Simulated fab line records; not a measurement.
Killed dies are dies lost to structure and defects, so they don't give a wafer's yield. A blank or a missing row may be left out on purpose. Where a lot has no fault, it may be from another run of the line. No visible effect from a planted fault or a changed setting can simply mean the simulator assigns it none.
A struck lot beside a sound one / flow sky130 / 14 steps out of a route of 708
Sound: wafers L309.1, L309.2, L309.4. Wafers struck: L300.3, L300.4, L300.6. Last of all comes the cause.
Per side, at each step with rows, come the tool, then ch with its chambers, and then its first start. Under that, the readings that differ: sound wafers / struck wafers / difference of the means / sigmas: that difference in standard deviations of wafers without a fault.
alike: readings whose means differ by less than 2 such deviations, and words and numbers that are the same on both sides. not compared: withheld readings, readings that some wafer has no value for, bounds like >300 that may hide the same value, and numbers for which the record gives no deviation and whose values overlap.
Wherever a step has rows on one side only, a row that says differs or no value, or a row with sigmas, the two part there. Numbers that have no deviation but don't overlap get no sigmas and don't part them. A reading that every wafer of one side lacks parts them only if that side has two wafers or more.

SKY_SONOS_ONO_OVL_MEAS_14:
  struck on overlay-02, day 14 15:23; sound on overlay-02, day 18 03:38
  alike: SONOS_ONO_OVL
SKY_SONOS_ONO_ETCH_15: etches the open film in CHF3/O2, target depth 19.52 nm, time 7.8 s.
  sound on rie_diel-04 ch 1,2,3, day 18 03:40; struck on rie_diel-01 ch 0,1, day 14 15:24
  alike: bias_w, drypump_motor_current_A, oes_product_au, throttle_valve_pct
  not compared: rf_hours_counter_h
then, 1 step without rows for these wafers: SKY_SONOS_ONO_WET_ETCH_16 (etches SiO2 in dHF, target depth 14 nm, time 276 s).
SKY_SONOS_ONO_STRIP_17: strips in O2/N2.
  sound on plasma_asher-01 ch 0,1, day 18 03:47; struck on plasma_asher-02 ch 0,1, day 14 15:33
  alike: drypump_motor_current_A, o2_flow_sccm, oes_product_au, strip_time_to_endpoint_s
  not compared: rf_hours_counter_h
then, 3 steps without rows for these wafers: SKY_SONOS_ONO_WET_ETCH_18 (etches Si3N4 in H3PO4, target depth 15 nm, time 172 s); SKY_GATE_OXIDE_CLEAN_00 (cleans in SC1/SC2, time 150 s); SKY_GATE_OXIDE_OXIDATION_01 (stabilise 600 s, purge 300 s, target thk 10.268 nm).
SKY_GATE_OXIDE_THK_MEAS_02:
  struck on film_metro-01, day 14 17:24; sound on film_metro-02, day 18 05:32
  alike: GATE_OXIDE_OXIDATION_00_THK
then, 4 steps without rows for these wafers: SKY_GATE_OXIDE_DEHYDRATE_03 (time 60 s); SKY_GATE_OXIDE_HMDS_04 (prime time 60 s); SKY_GATE_OXIDE_COAT_05 (resist thk 1140 nm); SKY_GATE_OXIDE_SOFTBAKE_06 (time 60 s).
SKY_GATE_OXIDE_EXPOSE_07: exposes mask LVOM, target cd 600 nm.
  struck on iline_stepper-01, day 15 06:34; sound on iline_stepper-01 ch 0, day 18 20:42
  no value came back on the struck wafers for exposure_dose_mJ_cm2, focus_offset_nm (nm), stage_vel_mm_s (mm/s); on the sound wafers exposure_dose_mJ_cm2 reads 170.03 169.84 169.98
  alike: mask
then, 1 step without rows for these wafers: SKY_GATE_OXIDE_PEB_08.

== WHERE THEY PART ==
Within this record, at SKY_GATE_OXIDE_EXPOSE_07 only.

WHY: what had been put in by the simulator
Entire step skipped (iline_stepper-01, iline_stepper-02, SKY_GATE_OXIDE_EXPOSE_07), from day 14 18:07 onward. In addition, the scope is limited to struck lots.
